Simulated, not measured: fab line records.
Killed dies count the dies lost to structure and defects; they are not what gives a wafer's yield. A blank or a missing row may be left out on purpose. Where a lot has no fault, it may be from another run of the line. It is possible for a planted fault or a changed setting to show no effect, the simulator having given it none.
Lot-split experiment	flow sfq_line	23 wafers read across 5 lots, on a route 325 steps long

THE SPLIT ITSELF
At SFQ_TRILAYER_I0_VIA_LITHO_COAT_036 (resist thk 62 nm), the setting spin_rpm was moved away from the recipe's 3000 rpm on 5 of the 23 wafers read, by +2.1% to +7.1%. All remaining wafers had this setting at the recipe value.

The reading comes from the split's own step.

THE READING
BARC_of_TRILAYER_I0_VIA_LITHO_COAT_036.thk_nm (the simulator's own value, which no gauge read), in nm, at SFQ_TRILAYER_I0_VIA_LITHO_COAT_036 (resist thk 62 nm). The file does not state a usual value for it. Here, 18 wafers ran the recipe; their average is 62.01 nm with a standard deviation of 0.14 nm.

wafer	tool, chamber at the split	spin_rpm as run, rpm	against the recipe	BARC_of_TRILAYER_I0_VIA_LITHO_COAT_036.thk_nm, nm	against lot-mates on the recipe
L080.2	litho_track-04, 0	3000	recipe	61.97	-
L080.3	litho_track-04, 0	3000	recipe	61.98	-
L080.4	litho_track-04, 0	3000	recipe	62.12	-
L080.5	litho_track-04, 0	3063	+2.1%	61.28	-0.74
L080.6	litho_track-04, 0	3063	+2.1%	61.48	-0.54
L081.1	litho_track-04, 0	3000	recipe	62.05	-
L081.2	litho_track-04, 0	3000	recipe	62.1	-
L081.3	litho_track-04, 0	3000	recipe	62.11	-
L082.1	litho_track-03, 0	3000	recipe	61.77	-
L082.2	litho_track-03, 0	3212	+7.1%	59.84	-1.98
L082.3	litho_track-03, 0	3000	recipe	61.88	-
L082.4	litho_track-03, 0	3212	+7.1%	59.93	-1.90
L082.5	litho_track-03, 0	3212	+7.1%	59.95	-1.88
L084.1	litho_track-01, 0	3000	recipe	61.79	-
L084.2	litho_track-01, 0	3000	recipe	61.89	-
L084.4	litho_track-01, 0	3000	recipe	61.89	-
L084.5	litho_track-01, 0	3000	recipe	61.87	-
L084.6	litho_track-01, 0	3000	recipe	62.01	-
L085.1	litho_track-01, 0	3000	recipe	62.09	-
L085.2	litho_track-01, 0	3000	recipe	62.18	-
L085.3	litho_track-01, 0	3000	recipe	62.28	-
L085.5	litho_track-01, 0	3000	recipe	62.05	-
L085.6	litho_track-01, 0	3000	recipe	62.16	-

FIT RESULTS
A straight line over all 23 wafers: BARC_of_TRILAYER_I0_VIA_LITHO_COAT_036.thk_nm changes by -0.298 nm for each +1% of spin_rpm; r = -0.98; the points scatter about the line by 0.13 nm.
The same after taking each lot's own level away (the mean of its wafers on the recipe; 23 wafers): -0.273 nm for each +1%; r = -0.99; scatter 0.074 nm.
According to that fit, moving spin_rpm by its largest amount changes the reading by 1.9 nm.
From 61.825 to 62.152 nm: that is the span of the lots' own levels, equal to 2.4 times the standard deviation above.
So the lot-to-lot level changes the slope little: the two slopes agree.
Check: for one of the wafers moved furthest among these (+7.1%), held out of the fit, the line's prediction against its lot-mates is -1.91 nm. Against them it came out at -1.98 nm.

FURTHER SPLITS ON THESE WAFERS
Note: prior to the reading, these wafers also went through further splits. Each is held against what the fit with the lots' levels taken away leaves over:
other split on the same wafers	wafers away from the commonest value	r with BARC_of_TRILAYER_I0_VIA_LITHO_COAT_036.thk_nm (lot level and that fit taken away)
SFQ_TRILAYER_L0_LITHO_COAT_010 resist_thk_nm	7	+0.25
SFQ_TRILAYER_L0_LITHO_EXPOSE_006 dose_mj	8	-0.34
SFQ_TRILAYER_L0_VIA_LITHO_COAT_013 resist_thk_nm	6	+0.03
SFQ_TRILAYER_L0_VIA_BARC_OPEN_VIA_ETCH_021 time_s	7	-0.13
SFQ_TRILAYER_L0_VIA_ETCH_VIA_ETCH_016 bias_w	9	+0.00
SFQ_TRILAYER_M0_LITHO_PEB_024 peb_time_s	5	+0.08
SFQ_TRILAYER_M0_ETCH_METAL_ETCH_024 icp_w	9	-0.02

THE FILE'S OWN FIT
BARC_of_TRILAYER_I0_VIA_LITHO_COAT_036.thk_nm changes by -0.274 nm for each +1% of spin_rpm, r = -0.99.
